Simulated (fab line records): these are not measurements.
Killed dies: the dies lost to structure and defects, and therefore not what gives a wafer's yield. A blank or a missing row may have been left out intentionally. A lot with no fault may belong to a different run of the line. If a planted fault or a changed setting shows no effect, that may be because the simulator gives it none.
fab line records -- flow sky130
[record] lots = 10, wafers = 30, lastDay = 50
route steps=708 shown POLY_GATE@205 LDD_P@265 LDD_HVN@276 PAD_OPEN@708
lots untouched by any fault: they come from a run of this same line in which no faults occurred
startH: the number of hours between the record's first day and the start of the first shown wafer of the lot -- waitH: hours elapsed since this lot's preceding step -- " identical to the entry in the row above -- L1.1+2: a single row standing in for several wafers -- - no value present, or no start provided -- * or withheld: withheld -- < > ~ a bound
route shown NAME@n: a module of which the file shows steps, and the number in the route of the first -- usual: mean and standard deviation over wafers with no fault -- same: alike in all rows -- chamber/n: place in a boat -- sites: readings site by site -- _std_site: standard deviation across them -- _edge_site: inner sites' mean taken away from outer sites' mean -- radiusMm: for every site, how far away it sits from the centre of the wafer -- mask NAME#n: copy n -- behind: the most recent tool/chamber to have shaped the wafer -- hold: why the lot was held/for how many hours/how that ended -- device: transistor that didn't switch, given as n, p or np -- end of line: at the end of the route, the tests of the same wafers -- for a step that has no rows: nothing shown but its recipe -- killed: not the wafer's yield, but the dies lost to structure and defects at the first sort -- map: shows each die of a wafer: x if killed, . if not, _ if none is there
set.NAME: the setting as run; set.NAME@STEP: as run at that earlier step -- model.NAME: the simulator's own value behind a step, which no gauge read
one table for each step of the route and one row for each wafer, over a sample of lots
services: the hour from which a tool's chamber was out of use, counted from the record's first day as startH (under 0 if before that day), plus the number of hours and why
[[steps]]
[step SKY_POLY_GATE_THK_MEAS_01]
[recipe] reads = poly-Si_of_POLY_GATE_CVD_00
[usual] POLY_GATE_CVD_00_THK = 179.4/1.9
lot.wafer,tool,chamber,startH,waitH,POLY_GATE_CVD_00_THK[nm]
L964.1,filmMetro-03,-,315.51,0.0,177.4
L964.2,filmMetro-03,-,315.51,0.0,178.3
L964.4,filmMetro-03,-,315.51,0.0,177.3
L967.1,filmMetro-01,-,332.18,0.0,179.1
L967.3,filmMetro-01,-,332.18,0.0,178.8
L967.6,filmMetro-01,-,332.18,0.0,179.3
L968.1,filmMetro-01,-,346.38,0.0,181.3
L968.4,filmMetro-01,-,346.38,0.0,181.0
L968.5,filmMetro-01,-,346.38,0.0,181.2
L976.1,filmMetro-02,-,442.97,0.0,179.1
L976.3,filmMetro-02,-,442.97,0.0,179.2
L976.5,filmMetro-02,-,442.97,0.0,179.1
L982.2,filmMetro-02,-,479.24,0.0,180.7
L982.3,filmMetro-02,-,479.24,0.0,178.8
L982.4,filmMetro-02,-,479.24,0.0,179.9
L984.2,filmMetro-03,-,487.58,0.0,178.7
L984.3,filmMetro-03,-,487.58,0.0,177.6
L984.5,filmMetro-03,-,487.58,0.0,178.1
L983.3,filmMetro-01,-,489.39,0.0,180.2
L983.4,filmMetro-01,-,489.39,0.0,177.9
L983.6,filmMetro-01,-,489.39,0.0,178.2
L986.4,filmMetro-03,-,496.09,0.0,178.8
L986.5,filmMetro-03,-,496.09,0.0,180.1
L986.6,filmMetro-03,-,496.09,0.0,180.7
L985.2,filmMetro-02,-,500.07,0.0,181.5
L985.3,filmMetro-02,-,500.07,0.0,180.6
L985.5,filmMetro-02,-,500.07,0.0,180.8
L987.1,filmMetro-03,-,507.01,0.0,180.3
L987.4,filmMetro-03,-,507.01,0.0,180.5
L987.5,filmMetro-03,-,507.01,0.0,180.8
[step SKY_POLY_GATE_THK_MEAS_04]
[recipe] reads = Si3N4_of_POLY_GATE_CVD_03
[usual] POLY_GATE_CVD_03_THK = 73.9/0.64
lot.wafer,tool,chamber,startH,waitH,POLY_GATE_CVD_03_THK[nm]
L964.1,filmMetro-03,-,352.08,0.0,74.5
L964.2,filmMetro-03,-,352.08,0.0,74.7
L964.4,filmMetro-03,-,352.08,0.0,74.3
L967.1,filmMetro-01,-,361.83,0.0,74.6
L967.3,filmMetro-01,-,361.83,0.0,74.3
L967.6,filmMetro-01,-,361.83,0.0,73.8
L968.1,filmMetro-03,-,376.16,0.0,73.1
L968.4,filmMetro-03,-,376.16,0.0,73.7
L968.5,filmMetro-03,-,376.16,0.0,72.9
L976.1,filmMetro-01,-,474.61,0.0,73.6
L976.3,filmMetro-01,-,474.61,0.0,72.9
L976.5,filmMetro-01,-,474.61,0.0,73.4
L982.2,filmMetro-02,-,511.45,0.0,73.9
L982.3,filmMetro-02,-,511.45,0.0,74.6
L982.4,filmMetro-02,-,511.45,0.0,74.5
L984.2,filmMetro-01,-,519.75,0.1,74.4
L984.3,filmMetro-01,-,519.75,0.1,73.5
L984.5,filmMetro-01,-,519.75,0.1,74.6
L983.3,filmMetro-01,-,521.83,0.0,73.9
L983.4,filmMetro-01,-,521.83,0.0,74.0
L983.6,filmMetro-01,-,521.83,0.0,73.8
L986.4,filmMetro-01,-,527.86,0.0,73.7
L986.5,filmMetro-01,-,527.86,0.0,74.0
L986.6,filmMetro-01,-,527.86,0.0,74.2
L985.2,filmMetro-02,-,532.43,0.0,74.0
L985.3,filmMetro-02,-,532.43,0.0,74.7
L985.5,filmMetro-02,-,532.43,0.0,74.3
L987.1,filmMetro-02,-,540.28,0.0,73.1
L987.4,filmMetro-02,-,540.28,0.0,73.2
L987.5,filmMetro-02,-,540.28,0.0,73.2
[step SKY_POLY_GATE_ETCH_17]
[recipe] targetDepthNm = 180, stopOn = SiO2, overEtchFrac = 0.56667, chemistry = HBr/Cl2, target = poly-Si, icpW = 400, biasW = 100, pressureMtorr = 10, HBr_flow_sccm = 150, Cl2_flow_sccm = 50, timeS = 70.5
[usual] chamberPressureMTorr = 10.001/0.0087, drypumpMotorCurrentA = 5.6/0.37, heBacksideLeakSccm = 2.57/0.28, oesProductAu = 0.986/0.0076, throttleValvePct = 33.684/0.0088
lot.wafer,tool,chamber,startH,waitH,chamberPressureMTorr,drypumpMotorCurrentA,heBacksideLeakSccm,oesProductAu,rfHoursCounterH,throttleValvePct
L964.1,rieSi-01,3,380.67,0.0,10.004,5.4,2.36,0.984,47,33.689
L964.2,rieSi-01,2,380.67,0.0,9.999,6.0,2.51,0.978,1,33.705
L964.4,rieSi-01,0,380.67,0.0,10.010,6.0,2.97,0.988,6,33.691
L967.1,rieSi-02,0,391.27,0.0,10.001,5.6,2.62,0.988,1,33.667
L967.3,rieSi-02,2,391.27,0.0,9.999,6.0,2.40,0.983,3,33.688
L967.6,rieSi-02,2,391.27,0.0,10.010,6.0,2.21,0.980,-,33.690
L968.1,rieSi-02,2,404.85,0.0,9.998,6.0,2.53,0.983,3,33.665
L968.4,rieSi-02,1,404.85,0.0,9.995,5.2,2.43,0.992,-,33.691
L968.5,rieSi-02,0,404.85,0.0,10.006,5.6,2.71,0.996,-,33.695
L976.1,rieSi-01,3,505.27,0.0,10.003,5.4,2.43,0.979,48,33.686
L976.3,rieSi-01,0,505.27,0.0,9.995,6.0,2.52,0.981,7,33.688
L976.5,rieSi-01,0,505.27,0.0,9.990,6.0,2.53,0.979,-,33.677
L982.2,rieSi-01,1,541.52,0.0,10.007,4.9,2.65,0.990,1,33.685
L982.3,rieSi-01,0,541.52,0.0,10.004,6.0,2.74,0.981,7,33.676
L982.4,rieSi-01,0,541.52,0.0,10.012,6.0,2.58,0.990,-,33.688
L984.2,rieSi-01,0,549.77,0.0,10.001,6.0,2.64,0.992,7,33.679
L984.3,rieSi-01,1,549.77,0.0,10.000,4.9,2.54,0.980,1,33.680
L984.5,rieSi-01,1,549.77,0.0,9.999,4.9,2.51,0.981,-,33.670
L983.3,rieSi-02,3,551.67,0.0,9.998,5.7,2.58,0.971,1,33.689
L983.4,rieSi-02,0,551.67,0.0,10.010,5.6,4.24,0.992,2,33.692
L983.6,rieSi-02,2,551.67,0.0,9.994,6.0,2.56,0.986,-,33.681
L986.4,rieSi-01,1,558.20,0.0,10.002,4.9,2.60,0.993,2,33.685
L986.5,rieSi-01,0,558.20,0.0,10.002,6.0,2.73,0.979,-,33.690
L986.6,rieSi-01,1,558.20,0.0,9.998,4.9,2.73,0.997,-,33.694
L985.2,rieSi-02,1,562.85,0.1,10.001,5.3,2.43,0.994,3,33.670
L985.3,rieSi-02,3,562.85,0.1,10.002,5.7,2.53,0.998,1,33.693
L985.5,rieSi-02,1,562.85,0.1,9.995,5.2,4.12,0.987,-,33.685
L987.1,rieSi-01,3,570.85,0.0,10.000,5.4,2.29,0.979,0,33.670
L987.4,rieSi-01,2,570.85,0.0,9.989,6.0,2.66,0.977,2,33.688
L987.5,rieSi-01,0,570.85,0.0,9.998,6.0,2.66,0.994,-,33.676
[step SKY_LDD_P_STRIP_10]
[recipe] chemistry = O2/N2, powerW = 1400, pressureMtorr = 1500, platenTempC = withheld, o2FlowSccm = 3000, n2FlowSccm = 300, overashFraction = 0.5
[usual] chamberPressureMTorr = 1499.9/1.4, drypumpMotorCurrentA = 5.6/0.42, oesProductAu = 0.715/0.0048, stripTimeToEndpointS = 14.20/0.039
lot.wafer,tool,chamber,startH,waitH,chamberPressureMTorr,drypumpMotorCurrentA,oesProductAu,rfHoursCounterH,stripTimeToEndpointS
L964.1,plasmaAsher-03,1,446.17,0.1,1496.4,6.2,0.714,1,14.25
L964.2,plasmaAsher-03,0,446.17,0.1,1499.5,5.2,0.711,1,14.19
L964.4,plasmaAsher-03,0,446.17,0.1,1497.8,5.3,0.718,-,14.23
L967.1,plasmaAsher-03,0,454.84,0.1,1501.2,5.3,0.960,2,-
L967.3,plasmaAsher-03,0,454.84,0.1,1498.1,5.3,0.955,-,-
L967.6,plasmaAsher-03,0,454.84,0.1,1499.2,5.2,0.957,-,-
L968.1,plasmaAsher-02,1,467.29,0.1,1500.9,5.2,0.717,64,14.18
L968.4,plasmaAsher-02,0,467.29,0.1,1497.4,6.1,0.710,-,14.20
L968.5,plasmaAsher-02,1,467.29,0.1,1500.0,5.2,0.706,-,14.19
L976.1,plasmaAsher-04,0,567.72,0.1,1500.2,5.8,0.719,83,14.21
L976.3,plasmaAsher-04,1,567.72,0.1,1500.9,5.2,0.718,-,14.25
L976.5,plasmaAsher-04,1,567.72,0.1,1502.9,5.2,0.713,-,14.26
L982.2,plasmaAsher-03,0,604.04,0.1,1500.0,5.2,0.723,17,14.19
L982.3,plasmaAsher-03,1,604.04,0.1,1500.6,6.2,0.716,-,14.20
L982.4,plasmaAsher-03,0,604.04,0.1,1498.0,5.2,0.712,-,14.23
L984.2,plasmaAsher-03,0,611.97,0.1,1499.7,5.2,0.718,18,14.15
L984.3,plasmaAsher-03,1,611.97,0.1,1499.2,6.2,0.725,-,14.15
L984.5,plasmaAsher-03,0,611.97,0.1,1502.2,5.2,0.723,-,14.13
L983.3,plasmaAsher-02,0,614.86,0.1,1498.0,6.1,0.712,-,14.25
L983.4,plasmaAsher-02,1,614.86,0.1,1501.0,5.2,0.729,-,14.24
L983.6,plasmaAsher-02,0,614.86,0.1,1498.5,6.1,0.723,-,14.24
L986.4,plasmaAsher-04,1,618.91,0.1,1501.8,5.2,0.711,-,14.23
L986.5,plasmaAsher-04,0,618.91,0.1,1501.1,5.8,0.716,-,14.21
L986.6,plasmaAsher-04,1,618.91,0.1,1499.2,5.2,0.713,-,14.20
L985.2,plasmaAsher-04,0,625.15,0.1,1499.9,5.8,0.714,89,14.20
L985.3,plasmaAsher-04,0,625.15,0.1,1500.3,5.7,0.722,-,14.17
L985.5,plasmaAsher-04,0,625.15,0.1,1500.8,5.8,0.710,-,14.15
L987.1,plasmaAsher-02,0,633.34,0.1,1498.3,6.1,0.710,81,14.20
L987.4,plasmaAsher-02,0,633.34,0.1,1501.9,6.1,0.709,-,14.22
L987.5,plasmaAsher-02,0,633.34,0.1,1498.7,6.1,0.710,-,14.17
[step SKY_LDD_HVN_STRIP_09]
[recipe] chemistry = O2/N2, powerW = 1400, pressureMtorr = 1500, platenTempC = withheld, o2FlowSccm = 3000, n2FlowSccm = 300, overashFraction = 0.5
[usual] chamberPressureMTorr = 1499.9/1.4, drypumpMotorCurrentA = 5.5/0.41, oesProductAu = 0.409/0.0041, stripTimeToEndpointS = 4.138/0.014
lot.wafer,tool,chamber,startH,waitH,chamberPressureMTorr,drypumpMotorCurrentA,oesProductAu,rfHoursCounterH,stripTimeToEndpointS
L964.1,plasmaAsher-01,0,476.95,0.1,1498.7,4.9,0.410,38,4.130
L964.2,plasmaAsher-01,1,476.95,0.1,1500.3,5.7,0.415,38,4.142
L964.4,plasmaAsher-01,0,476.95,0.1,1501.3,4.9,0.409,-,4.145
L967.1,plasmaAsher-03,0,485.20,0.1,1497.9,5.2,0.454,5,5.301
L967.3,plasmaAsher-03,1,485.20,0.1,1503.2,6.3,0.449,-,5.277
L967.6,plasmaAsher-03,0,485.20,0.1,1499.1,5.2,0.458,-,5.297
L968.1,plasmaAsher-04,1,497.53,0.1,1501.5,5.2,0.407,77,4.113
L968.4,plasmaAsher-04,0,497.53,0.1,1498.9,5.8,0.400,-,4.116
L968.5,plasmaAsher-04,1,497.53,0.1,1498.6,5.2,0.408,-,4.118
L976.1,plasmaAsher-04,1,597.75,0.1,1500.7,5.2,0.402,86,4.140
L976.3,plasmaAsher-04,0,597.75,0.1,1498.7,5.7,0.406,-,4.146
L976.5,plasmaAsher-04,1,597.75,0.1,1498.6,5.2,0.412,-,4.136
L982.2,plasmaAsher-04,0,632.44,0.1,1500.0,5.7,0.410,89,4.127
L982.3,plasmaAsher-04,0,632.44,0.1,1498.9,5.8,0.410,-,4.141
L982.4,plasmaAsher-04,1,632.44,0.1,1504.7,5.2,0.411,-,4.127
L984.2,plasmaAsher-01,0,640.48,0.1,1501.9,4.9,0.410,54,4.140
L984.3,plasmaAsher-01,1,640.48,0.1,1499.2,5.7,0.413,-,4.130
L984.5,plasmaAsher-01,1,640.48,0.1,1499.0,5.7,0.413,-,4.111
L983.3,plasmaAsher-01,0,643.84,0.1,1498.8,4.9,0.405,-,4.169
L983.4,plasmaAsher-01,1,643.84,0.1,1501.9,5.7,0.406,-,4.152
L983.6,plasmaAsher-01,1,643.84,0.1,1500.3,5.7,0.411,-,4.154
L986.4,plasmaAsher-03,0,648.06,0.1,1500.3,5.3,0.411,-,4.132
L986.5,plasmaAsher-03,1,648.06,0.1,1498.2,6.2,0.412,-,4.140
L986.6,plasmaAsher-03,0,648.06,0.1,1500.1,5.2,0.405,-,4.133
L985.2,plasmaAsher-04,1,652.84,0.1,1499.2,5.2,0.405,91,4.149
L985.3,plasmaAsher-04,0,652.84,0.1,1502.4,5.7,0.410,-,4.132
L985.5,plasmaAsher-04,0,652.84,0.1,1502.2,5.8,0.412,-,4.130
L987.1,plasmaAsher-04,1,661.78,0.1,1499.5,5.2,0.408,92,4.138
L987.4,plasmaAsher-04,1,661.78,0.1,1499.3,5.2,0.406,-,4.127
L987.5,plasmaAsher-04,1,661.78,0.1,1500.7,5.2,0.407,-,4.137
[step SKY_LDD_HVN_TW_MEAS_10]
[usual] LDD_HVN_TW = 1433/9
lot.wafer,tool,chamber,startH,waitH,LDD_HVN_TW
L964.1,filmMetro-02,-,477.05,0.1,1435
L964.2,filmMetro-02,-,477.05,0.1,1439
L964.4,filmMetro-02,-,477.05,0.1,1439
L967.1,filmMetro-03,-,485.30,0.1,1292
L967.3,filmMetro-03,-,485.30,0.1,1284
L967.6,filmMetro-03,-,485.30,0.1,1294
L968.1,filmMetro-03,-,497.63,0.1,1415
L968.4,filmMetro-03,-,497.63,0.1,1424
L968.5,filmMetro-03,-,497.63,0.1,1424
L976.1,filmMetro-02,-,597.85,0.1,1439
L976.3,filmMetro-02,-,597.85,0.1,1442
L976.5,filmMetro-02,-,597.85,0.1,1448
L982.2,filmMetro-01,-,632.55,0.1,1437
L982.3,filmMetro-01,-,632.55,0.1,1444
L982.4,filmMetro-01,-,632.55,0.1,1437
L984.2,filmMetro-03,-,640.59,0.1,1419
L984.3,filmMetro-03,-,640.59,0.1,1423
L984.5,filmMetro-03,-,640.59,0.1,1419
L983.3,filmMetro-01,-,643.92,0.1,1442
L983.4,filmMetro-01,-,643.92,0.1,1439
L983.6,filmMetro-01,-,643.92,0.1,1441
L986.4,filmMetro-02,-,648.16,0.1,1430
L986.5,filmMetro-02,-,648.16,0.1,1430
L986.6,filmMetro-02,-,648.16,0.1,1429
L985.2,filmMetro-02,-,652.95,0.1,1437
L985.3,filmMetro-02,-,652.95,0.1,1428
L985.5,filmMetro-02,-,652.95,0.1,1428
L987.1,filmMetro-02,-,661.88,0.1,1428
L987.4,filmMetro-02,-,661.88,0.1,1429
L987.5,filmMetro-02,-,661.88,0.1,1436
[step SKY_PAD_OPEN_PROBE_99]
[usual] killed_at_M0_to_M3 = 44/6.2, killed_at_M4_up = 3.3/1.8, killedAtContacts = 25/5.8, killedAtFrontEnd = 15/4, killedAtOther = 0.3/0.49, killedDies = 88/8.8, killedOpen = 48/6.5, killedShort = 39/6.3
[same] grossDies = 492, killedAtBackSide = 0
lot.wafer,tool,chamber,startH,waitH,killed_at_M0_to_M3,killed_at_M4_up,killedAtContacts,killedAtFrontEnd,killedAtOther,killedDies,killedOpen,killedShort
L967.6,prober-01,-,1097.15,0.2,37,5,26,17,0,85,41,44
// killed by level:class
L967.6 LOCAL_INTERCONNECT:geometricParticle:short=8 VIA1:geometricParticle:open=7 VIA2:geometricParticle:open=7 POLY_GATE:geometricParticle:open=6 CONTACT:geometricParticle:open=6 FIELD_ISO:geometricParticle:short=5 LI_CONTACT:geometricParticle:short=5 METAL2:geometricParticle:short=5
[[services]]
tool,chamber,startH,hours,kind
rieSi-01,3,367.06,7.8,repair
rieSi-02,3,380.21,-,clean
rieSi-02,3,380.21,25.6,scheduledDown
rieSi-02,3,380.21,25.6,ventCycle
rieSi-01,-,380.98,2.8,pm
plasmaAsher-04,-,388.83,1.4,repair
plasmaAsher-03,-,421.27,9.0,pm
plasmaAsher-03,0,421.27,9.0,ventCycle
plasmaAsher-03,1,421.27,9.0,ventCycle
plasmaAsher-03,0,430.27,-,clean
plasmaAsher-03,1,430.27,-,clean
rieSi-01,3,531.66,-,clean
rieSi-01,3,531.66,21.7,scheduledDown
rieSi-01,3,531.66,21.7,ventCycle
plasmaAsher-04,-,551.10,4.7,repair
plasmaAsher-04,-,560.49,1.9,repair
rieSi-01,1,580.99,2.4,repair
rieSi-01,0,591.56,19.2,repair
[[key]]
[firstSign] step = SKY_LDD_P_STRIP_10, reading = oesProductAu, direction = up, sigmas = 51, usual = 0.715, struck = 0.957
[effect] step = SKY_LDD_HVN_STRIP_09, reading = stripTimeToEndpointS, direction = up, sigmas = 81, usual = *, struck = *
[effect] step = SKY_LDD_HVN_TW_MEAS_10, reading = LDD_HVN_TW, direction = down, sigmas = 16, usual = 1433, struck = 1290
metAt SKY_LDD_P_STRIP_10
struckLots L967
testerLeftOut L967
notActingAt SKY_POLY_GATE_THK_MEAS_01,SKY_POLY_GATE_THK_MEAS_04,SKY_POLY_GATE_ETCH_17
onsetBetween 446.17 454.84
[fault] kind = stripAborted, tool = plasmaAsher-03, chamber = -, onsetH = 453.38, steps = SKY_LDD_P_STRIP_10, offset = 0.38408, endH = 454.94
// testerLeftOut: of these lots the tester's yield and bins aren't shown, on N5 and GAA mostly nor the transistor test; their killed dies are dies lost to structure and defects alone, not to doping, threshold or leakage, so they don't give the yield
